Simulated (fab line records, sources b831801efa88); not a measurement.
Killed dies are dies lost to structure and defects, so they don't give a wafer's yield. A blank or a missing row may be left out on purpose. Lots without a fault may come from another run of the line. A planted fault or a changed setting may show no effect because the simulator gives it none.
Which tool did it? | flow sky130 | 24 lots, 72 wafers sampled, at 6 steps of a route of 708

WHAT THE GAUGES READ, wafer by wafer
SKY_CAPM_OVL_MEAS_12. Usual: CAPM_OVL 1.0 nm, standard deviation 1.3.
lot  | measured     | on         | CAPM_OVL (nm)  | flag
L074 | day 36 17:59 | overlay-01 | -0.4 -1.6 0.2  |
L075 | day 37 01:21 | overlay-02 | 0.3 0.4 0.4    |
L076 | day 37 18:35 | overlay-01 | 0.8 1.2 1.9    |
L077 | day 38 07:33 | overlay-01 | -0.2 0.1 -0.1  |
L078 | day 38 17:06 | overlay-02 | 2.2 3.8 3.1    |
L079 | day 38 17:24 | overlay-01 | 2.4 1.4 2.1    |
L080 | day 39 08:02 | overlay-02 | 1.7 3.2 1.9    |
L081 | day 39 13:47 | overlay-01 | 1.3 0.4 2.0    |
L082 | day 39 19:54 | overlay-01 | 2.1 3.1 -0.2   |
L083 | day 40 01:12 | overlay-02 | 1.8 1.1 3.3    |
L084 | day 40 10:33 | overlay-02 | 1.7 2.4 2.6    |
L086 | day 40 15:38 | overlay-01 | 0.3 -0.6 -0.1  |
L085 | day 40 17:27 | overlay-01 | 1.3 1.9 3.5    |
L087 | day 41 05:20 | overlay-02 | 1.2 2.2 1.5    |
L088 | day 41 07:09 | overlay-01 | -0.1 0.1 -0.2  |
L089 | day 41 17:00 | overlay-01 | -1.3 0.4 -1.5  |
L090 | day 42 02:57 | overlay-01 | 4.5 4.0 3.6    |
L091 | day 42 05:06 | overlay-02 | 0.1 1.0 0.0    |
L093 | day 44 02:49 | overlay-01 | 3.0 1.8 1.5    |
L094 | day 44 02:53 | overlay-02 | -1.1 -0.8 -0.1 |
L092 | day 44 03:42 | overlay-01 | 2.3 1.9 1.4    |
L095 | day 44 03:47 | overlay-02 | 1.1 -0.6 0.2   |
L096 | day 44 06:05 | overlay-02 | 1.1 1.0 0.8    |
L097 | day 44 08:58 | overlay-01 | -0.7 -1.1 0.1  |

SKY_METAL3_CD_MEAS_13: target cd 300 nm. Usual: cd_nm 299.6 nm, standard deviation 1.5.
lot  | measured     | on        | cd_nm (nm)        | flag
L074 | day 37 20:44 | cd_sem-02 | 300.6 300.9 300.2 |
L075 | day 38 03:34 | cd_sem-02 | 299.0 298.2 297.6 |
L076 | day 38 19:32 | cd_sem-02 | 299.3 298.3 298.0 |
L077 | day 39 09:43 | cd_sem-01 | 300.3 299.6 300.4 |
L078 | day 39 18:20 | cd_sem-01 | 303.0 302.0 303.4 |
L079 | day 39 18:38 | cd_sem-02 | 297.6 297.7 297.6 |
L080 | day 40 09:08 | cd_sem-01 | 298.9 298.7 300.3 |
L081 | day 40 14:35 | cd_sem-01 | 296.9 298.2 297.9 |
L082 | day 40 20:35 | cd_sem-02 | 300.5 300.8 300.9 |
L083 | day 41 02:14 | cd_sem-01 | 300.0 299.8 298.0 |
L084 | day 41 10:59 | cd_sem-01 | 301.0 301.2 301.4 |
L086 | day 41 15:05 | cd_sem-02 | 299.8 300.0 300.7 |
L085 | day 41 17:58 | cd_sem-01 | 298.7 298.9 299.9 |
L087 | day 42 05:29 | cd_sem-01 | 298.3 297.9 298.9 |
L088 | day 42 07:10 | cd_sem-01 | 299.3 299.7 298.5 |
L089 | day 42 17:16 | cd_sem-02 | 300.7 300.0 300.5 |
L090 | day 43 03:08 | cd_sem-01 | 299.2 297.8 297.5 |
L091 | day 43 05:11 | cd_sem-01 | 297.2 297.6 297.0 |
L093 | day 45 00:18 | cd_sem-02 | 300.4 300.5 300.5 |
L094 | day 45 00:38 | cd_sem-01 | 299.9 299.9 298.8 |
L092 | day 45 02:16 | cd_sem-02 | 301.2 300.9 299.3 |
L095 | day 45 02:26 | cd_sem-01 | 299.1 297.6 297.5 |
L096 | day 45 05:01 | cd_sem-01 | 300.4 301.3 299.4 |
L097 | day 45 06:30 | cd_sem-01 | 300.5 300.3 300.8 |

SKY_VIA3_OVL_MEAS_13. Usual: VIA3_OVL -2 nm, standard deviation 4.2.
lot  | measured     | on         | VIA3_OVL (nm) | flag
L074 | day 39 00:16 | overlay-01 | 0 -1 0        |
L075 | day 39 06:34 | overlay-02 | -3 -5 -2      |
L076 | day 39 21:43 | overlay-02 | 1 -2 -2       |
L077 | day 40 12:11 | overlay-01 | -3 -6 -8      |
L078 | day 40 20:07 | overlay-02 | -7 -9 -12     |
L079 | day 40 20:28 | overlay-02 | -4 -3 -2      |
L080 | day 41 11:04 | overlay-02 | 0 -4 -6       |
L081 | day 41 15:37 | overlay-02 | 4 4 6         |
L082 | day 41 21:52 | overlay-02 | -1 -2 -3      |
L083 | day 42 03:34 | overlay-02 | -6 -5 -3      |
L084 | day 42 11:58 | overlay-01 | -2 -3 3       |
L086 | day 42 16:13 | overlay-02 | -9 -2 -9      |
L085 | day 42 19:52 | overlay-02 | -1 -4 -5      |
L087 | day 43 06:13 | overlay-01 | -6 -2 -1      |
L088 | day 43 07:49 | overlay-02 | -2 -3 0       |
L089 | day 43 17:22 | overlay-01 | -6 -5 -7      |
L090 | day 44 03:07 | overlay-01 | -2 -7 -3      |
L091 | day 44 05:19 | overlay-01 | 7 6 9         |
L093 | day 45 23:55 | overlay-02 | 0 -2 0        |
L094 | day 45 23:22 | overlay-02 | -1 -4 -7      |
L092 | day 46 01:19 | overlay-01 | -1 -1 -4      |
L095 | day 46 00:58 | overlay-02 | -2 -7 0       |
L096 | day 46 03:41 | overlay-02 | 2 -1 -2       |
L097 | day 46 04:59 | overlay-02 | 0 3 8         |

SKY_VIA3_RS_MEAS_22: measures by four-point-probe. Usual: VIA3_W_RS 0.293 ohm/sq, standard deviation 0.0034.
lot  | measured     | on            | VIA3_W_RS (ohm/sq) | flag
L074 | day 39 01:11 | film_metro-03 | 0.290 0.292 0.290  |
L075 | day 39 07:31 | film_metro-03 | 0.293 0.293 0.290  |
L076 | day 39 22:39 | film_metro-01 | 0.301 0.301 0.296  |
L077 | day 40 13:07 | film_metro-02 | 0.288 0.290 0.289  |
L078 | day 40 21:07 | film_metro-03 | 0.293 0.296 0.292  |
L079 | day 40 21:49 | film_metro-02 | 0.290 0.291 0.292  |
L080 | day 41 12:01 | film_metro-03 | 0.293 0.295 0.293  |
L081 | day 41 16:32 | film_metro-02 | 0.289 0.293 0.292  |
L082 | day 41 22:47 | film_metro-01 | 0.290 0.299 0.291  |
L083 | day 42 04:31 | film_metro-01 | 0.297 0.291 0.291  |
L084 | day 42 12:53 | film_metro-01 | 0.292 0.287 0.291  |
L086 | day 42 17:13 | film_metro-03 | 0.296 0.290 0.296  |
L085 | day 42 20:49 | film_metro-03 | 0.293 0.295 0.300  |
L087 | day 43 07:09 | film_metro-02 | 0.294 0.295 0.294  |
L088 | day 43 08:46 | film_metro-01 | 0.298 0.303 0.297  |
L089 | day 43 18:17 | film_metro-03 | 0.294 0.293 0.296  |
L090 | day 44 04:04 | film_metro-01 | 0.291 0.287 0.292  |
L091 | day 44 06:16 | film_metro-03 | 0.287 0.292 0.288  |
L093 | day 46 00:53 | film_metro-03 | 0.298 0.301 0.297  |
L094 | day 46 00:17 | film_metro-03 | 0.295 0.298 0.299  |
L092 | day 46 02:14 | film_metro-02 | 0.292 0.292 0.292  |
L095 | day 46 01:56 | film_metro-01 | 0.293 0.293 0.297  |
L096 | day 46 04:37 | film_metro-01 | 0.293 0.294 0.294  |
L097 | day 46 05:56 | film_metro-01 | 0.292 0.297 0.294  |

SKY_VIA4_BOW_MEAS_03. Usual: VIA4_BOW 77 um, standard deviation 7.6.
lot  | measured     | on            | VIA4_BOW (um) | flag
L074 | day 41 05:11 | film_metro-01 | 75 73 80      |
L075 | day 41 10:52 | film_metro-04 | 71 75 75      |
L076 | day 42 00:34 | film_metro-02 | 77 81 89      |
L077 | day 42 15:04 | film_metro-04 | 76 76 78      |
L078 | day 43 02:29 | film_metro-01 | 73 92 73      |
L079 | day 43 03:23 | film_metro-02 | 76 72 88      |
L080 | day 43 12:10 | film_metro-02 | 68 65 80      |
L081 | day 43 17:30 | film_metro-01 | 68 83 77      |
L082 | day 43 23:00 | film_metro-01 | 65 68 77      |
L083 | day 44 04:11 | film_metro-04 | 79 90 78      |
L084 | day 44 11:24 | film_metro-04 | 81 74 76      |
L086 | day 44 16:25 | film_metro-02 | 89 88 102     |
L085 | day 44 21:57 | film_metro-01 | 56 59 73      |
L087 | day 45 05:49 | film_metro-02 | 85 76 74      |
L088 | day 45 07:46 | film_metro-02 | 73 77 71      |
L089 | day 45 15:53 | film_metro-01 | 88 81 83      |
L090 | day 46 01:48 | film_metro-02 | 80 75 84      |
L091 | day 46 03:50 | film_metro-04 | 67 71 70      |
L093 | day 47 19:21 | film_metro-02 | 70 73 76      |
L094 | day 47 18:14 | film_metro-02 | 80 70 87      |
L092 | day 47 21:34 | film_metro-04 | 76 78 70      |
L095 | day 47 21:14 | film_metro-04 | 66 74 67      |
L096 | day 47 23:27 | film_metro-01 | 67 76 78      |
L097 | day 48 01:31 | film_metro-02 | 74 79 87      |

WHICH TOOL RAN EACH LOT (tool, then ch and the chambers of the sampled wafers, then the start)
lot  | SKY_CAP2M_STRIP_14
L074 | plasma_asher-02 ch 0,1, day 40 02:51
L075 | plasma_asher-03 ch 0,1, day 40 08:54
L076 | plasma_asher-02 ch 1, day 40 23:30
L077 | plasma_asher-02 ch 1, day 41 13:41
L078 | plasma_asher-04 ch 0,1, day 41 20:53
L079 | plasma_asher-04 ch 0,1, day 41 22:09
L080 | plasma_asher-04 ch 0,1, day 42 12:16
L081 | plasma_asher-03 ch 0,1, day 42 16:51
L082 | plasma_asher-02 ch 0,1, day 42 23:45
L083 | plasma_asher-04 ch 0,1, day 43 04:08
L084 | plasma_asher-03 ch 0,1, day 43 11:16
L086 | plasma_asher-02 ch 0,1, day 43 16:09
L085 | plasma_asher-04 ch 0,1, day 43 22:40
L087 | plasma_asher-03 ch 0,1, day 44 05:48
L088 | plasma_asher-02 ch 0,1, day 44 08:00
L089 | plasma_asher-03 ch 0,1, day 44 16:55
L090 | plasma_asher-02 ch 0,1, day 45 02:50
L091 | plasma_asher-03 ch 0,1, day 45 04:44
L093 | plasma_asher-03 ch 0,1, day 46 21:05
L094 | plasma_asher-04 ch 0,1, day 46 20:08
L092 | plasma_asher-03 ch 0,1, day 46 22:40
L095 | plasma_asher-04 ch 0,1, day 46 22:23
L096 | plasma_asher-02 ch 0,1, day 47 01:18
L097 | plasma_asher-03 ch 0,1, day 47 03:14
- SKY_CAP2M_STRIP_14: strips in O2/N2.

WHAT THE TOOLS THEMSELVES READ (means of the sampled wafers that have a number; where no wafer has one, the mark that the record gives instead)
SKY_CAP2M_STRIP_14. Usual: chamber_pressure_mTorr 1500.1 mTorr, standard deviation 1.3; drypump_motor_current_A 5.8 A, standard deviation 0.43; o2_flow_sccm 3000 sccm, standard deviation 8.9; oes_product_au 0.710 a.u., standard deviation 0.0046; strip_time_to_endpoint_s 12.64 s, standard deviation 0.035.
lot  | tool            | chamber_pressure_mTorr (mTorr) | drypump_motor_current_A (A) | o2_flow_sccm (sccm) | oes_product_au (a.u.) | strip_time_to_endpoint_s (s) | flag
L074 | plasma_asher-02 | 1500.3                         | 6.0                         | 3005                | 0.708                 | 12.60                        |
L075 | plasma_asher-03 | 1500.2                         | 5.7                         | 2995                | 0.709                 | 12.58                        |
L076 | plasma_asher-02 | 1498.9                         | 5.7                         | 2993                | 0.710                 | 12.59                        |
L077 | plasma_asher-02 | 1500.2                         | 5.7                         | 2993                | 0.709                 | 12.63                        |
L078 | plasma_asher-04 | 1500.5                         | 6.1                         | 2996                | 0.712                 | 12.67                        |
L079 | plasma_asher-04 | 1500.7                         | 6.0                         | 2989                | 0.708                 | 12.62                        |
L080 | plasma_asher-04 | 1500.0                         | 6.0                         | 3008                | 0.712                 | 12.64                        |
L081 | plasma_asher-03 | 1498.9                         | 5.7                         | 2997                | 0.709                 | 12.63                        |
L082 | plasma_asher-02 | 1501.9                         | 5.9                         | 3007                | 0.705                 | 12.63                        |
L083 | plasma_asher-04 | 1501.7                         | 6.0                         | 3010                | 0.705                 | 12.64                        |
L084 | plasma_asher-03 | 1500.3                         | 5.4                         | 3004                | 0.708                 | 12.65                        |
L086 | plasma_asher-02 | 1499.9                         | 6.0                         | 2990                | 0.711                 | 12.64                        |
L085 | plasma_asher-04 | 1500.0                         | 6.1                         | 2995                | 0.709                 | 12.64                        |
L087 | plasma_asher-03 | 1499.3                         | 5.4                         | 3004                | 0.712                 | 12.63                        |
L088 | plasma_asher-02 | 1501.5                         | 5.8                         | 2999                | 0.709                 | 12.68                        |
L089 | plasma_asher-03 | 1499.0                         | 5.7                         | 3005                | 0.712                 | 12.67                        |
L090 | plasma_asher-02 | 1501.1                         | 6.0                         | 2998                | 0.710                 | 12.59                        |
L091 | plasma_asher-03 | 1499.6                         | 5.3                         | 3002                | 0.708                 | 12.63                        |
L093 | plasma_asher-03 | 1500.6                         | 5.7                         | 3002                | 0.708                 | 12.70                        |
L094 | plasma_asher-04 | 1499.0                         | 5.9                         | 2996                | 0.714                 | 12.66                        |
L092 | plasma_asher-03 | 1500.2                         | 5.7                         | 2998                | 0.714                 | 12.64                        |
L095 | plasma_asher-04 | 1499.4                         | 6.1                         | 2999                | 0.713                 | 12.65                        |
L096 | plasma_asher-02 | 1499.9                         | 5.8                         | 2996                | 0.707                 | 12.65                        |
L097 | plasma_asher-03 | 1499.7                         | 5.7                         | 3002                | 0.710                 | 12.67                        |

THE ANSWER, worked out from the rows above alone
Rule: a lot is off if the mean of its wafers that have a number lies more than 3 standard deviations from the usual mean. A lot without any number at a reading at which 4 lots or more have one is off too. The other lots that the step has rows for count as sound. The gauges are gone through in route order, then the tools' own readings, and for those a lot's mean is taken as printed above. The first step at which some lot is off is used, and at that step the reading that is off furthest; a lot without a number counts as furthest.
No lot is off at any reading shown: from this, nothing can be told.

WHAT THE SIMULATOR HAD PUT IN
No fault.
